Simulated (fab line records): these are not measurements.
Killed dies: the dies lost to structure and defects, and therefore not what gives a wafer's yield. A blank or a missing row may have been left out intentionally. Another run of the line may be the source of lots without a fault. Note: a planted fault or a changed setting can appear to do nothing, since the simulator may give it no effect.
A struck lot beside a sound one    flow sky130    17 out of 708 route steps
Sound: these wafers, L119.1, L119.5, L119.6. Struck: wafers L113.4, L113.6 (left out: L113.1, a lot-mate that was not struck); the cause follows at the end.
Per side, at each step with rows, come the tool, then ch with its chambers, and then its first start. Under that, the readings that differ: sound wafers    struck wafers    difference of the means    sigmas: that difference in standard deviations of wafers without a fault.
alike: readings with means less than 2 such deviations apart, plus words and numbers identical on both sides. not compared: withheld readings, readings lacking a value on some wafer, bounds such as >300 that could conceal the same value, and numbers that have no deviation in the record and whose values overlap.
Wherever a step has rows on one side only, a row that says differs or no value, or a row with sigmas, the two part there. Non-overlapping numbers with no deviation appear without sigmas and do not part them. Lack of a reading on every wafer of one side parts them only where that side has two or more wafers.

first, 2 steps without rows for these wafers: SKY_LOCAL_INTERCONNECT_PEB_09; SKY_LOCAL_INTERCONNECT_DEVELOP_10 (develop time 60 s).
SKY_LOCAL_INTERCONNECT_CD_MEAS_11: the cd target is 170 nm.
  struck on cdSem-01, day 35 04:06; sound on cdSem-01, day 36 15:34
  alike: cdNm
SKY_LOCAL_INTERCONNECT_OVL_MEAS_12:
  struck on overlay-02, day 35 04:13; sound on overlay-02, day 36 15:41
  alike: LOCAL_INTERCONNECT_OVL
SKY_LOCAL_INTERCONNECT_ETCH_13: etches BARC in N2/H2, stops on SiO2, time 45.9 s, target depth 60 nm.
  sound on rieMetal-02 ch 0,1, day 36 15:43; struck on rieMetal-04 ch 0, day 35 04:16
  alike: drypumpMotorCurrentA, oesProductAu, rfFwdPowerW, throttleValvePct
  not compared: rfHoursCounterH
SKY_LOCAL_INTERCONNECT_METAL_ETCH_14: etches TiN in Cl2/BCl3, stops on PSG, target depth 110 nm, time 31.4 s.
  sound on rieMetal-02 ch 0,1, day 36 15:47; struck on rieMetal-04 ch 0, day 35 04:23
reading              sound              struck       difference  sigmas
oesProductAu (a.u.)  0.937 0.931 0.925  0.953 0.940  +0.015      +2
rfFwdPowerW (W)      892 890 894        886 882      -8          -2
  alike: drypumpMotorCurrentA, throttleValvePct
  not compared: rfHoursCounterH
SKY_LOCAL_INTERCONNECT_STRIP_15: strips in O2/N2.
  sound on plasmaAsher-01 ch 0,1, day 36 15:50; struck on plasmaAsher-04 ch 0,1, day 35 04:29
reading                   sound              struck       difference  sigmas
stripTimeToEndpointS (s)  4.699 4.736 4.694  4.759 4.749  +0.044      +2
  alike: drypumpMotorCurrentA, oesProductAu
  not compared: rfHoursCounterH
then, 3 steps without rows for these wafers: SKY_LOCAL_INTERCONNECT_STRIP_16 (strips in post etch residue remover, time 1200 s); SKY_LOCAL_INTERCONNECT_CLEAN_17 (cleans in IPA, time 180 s); SKY_LOCAL_INTERCONNECT_CLEAN_18 (cleans in O3/DIW).
SKY_CONTACT_CVD_00: deposits Si3N4, target thk 75 nm.
  sound on pecvd-04 ch 0,1, day 36 16:26; struck on pecvd-04 ch 1,2, day 35 05:05
  alike: heaterPowerOuterW, heaterPowerW, rfFwdPowerW, susceptorTempC
SKY_CONTACT_THK_MEAS_01:
  struck on filmMetro-04, day 35 05:07; sound on filmMetro-02, day 36 16:28
  alike: CONTACT_CVD_00_THK
SKY_CONTACT_HDPCVD_02: deposits SiO2, target thk 565 nm, time 94.2 s.
  sound on hdpcvd-02 ch 0,1, day 36 16:32; struck on hdpcvd-01 ch 0,2, day 35 05:10
reading                                     sound                 struck       difference                     sigmas
runLengthS (s)                              122.4 122.3 120.9     115.6 115.5  -6.3                           -14
susceptorTempC (C)                          600.00 599.50 600.28  - -          no value on the struck wafers  
model.SiO2_of_CONTACT_HDPCVD_02.thkNm (nm)  566.2 566 562.8       536.8 537.4  -27.9                          
SKY_CONTACT_THK_MEAS_03:
  struck on filmMetro-03, day 35 05:14; sound on filmMetro-03, day 36 16:35
reading                  sound        struck   difference  sigmas
CONTACT_HDPCVD_THK (nm)  566 566 563  537 537  -28         -5
SKY_CONTACT_CMP_04: polishes SiO2.
  sound on cmp-02 ch 0,1, day 36 16:39; struck on cmp-02 ch 0, day 35 05:18
  alike: headPressurePsi, motorCurrentA, platenRpm, timeToEndpointS
SKY_CONTACT_BOW_MEAS_05:
  struck on filmMetro-04, day 35 05:36; sound on filmMetro-04, day 36 16:57
reading           sound     struck  difference  sigmas
CONTACT_BOW (um)  80 84 82  68 63   -16         -2
-- the record jumps here: 14 days lie between the struck wafers' starts before and after (it left off in module CONTACT and takes up again in module PAD_OPEN, whose first step shown is number 708 of the route) --
SKY_PAD_OPEN_PROBE_99:
  rows exist in the record for the struck wafers here (prober-02, day 49 08:35), but not for the sound ones

## WHERE THEY PART
First at SKY_LOCAL_INTERCONNECT_METAL_ETCH_14; last, within this record, at SKY_PAD_OPEN_PROBE_99.

WHY: whatever the simulator had introduced
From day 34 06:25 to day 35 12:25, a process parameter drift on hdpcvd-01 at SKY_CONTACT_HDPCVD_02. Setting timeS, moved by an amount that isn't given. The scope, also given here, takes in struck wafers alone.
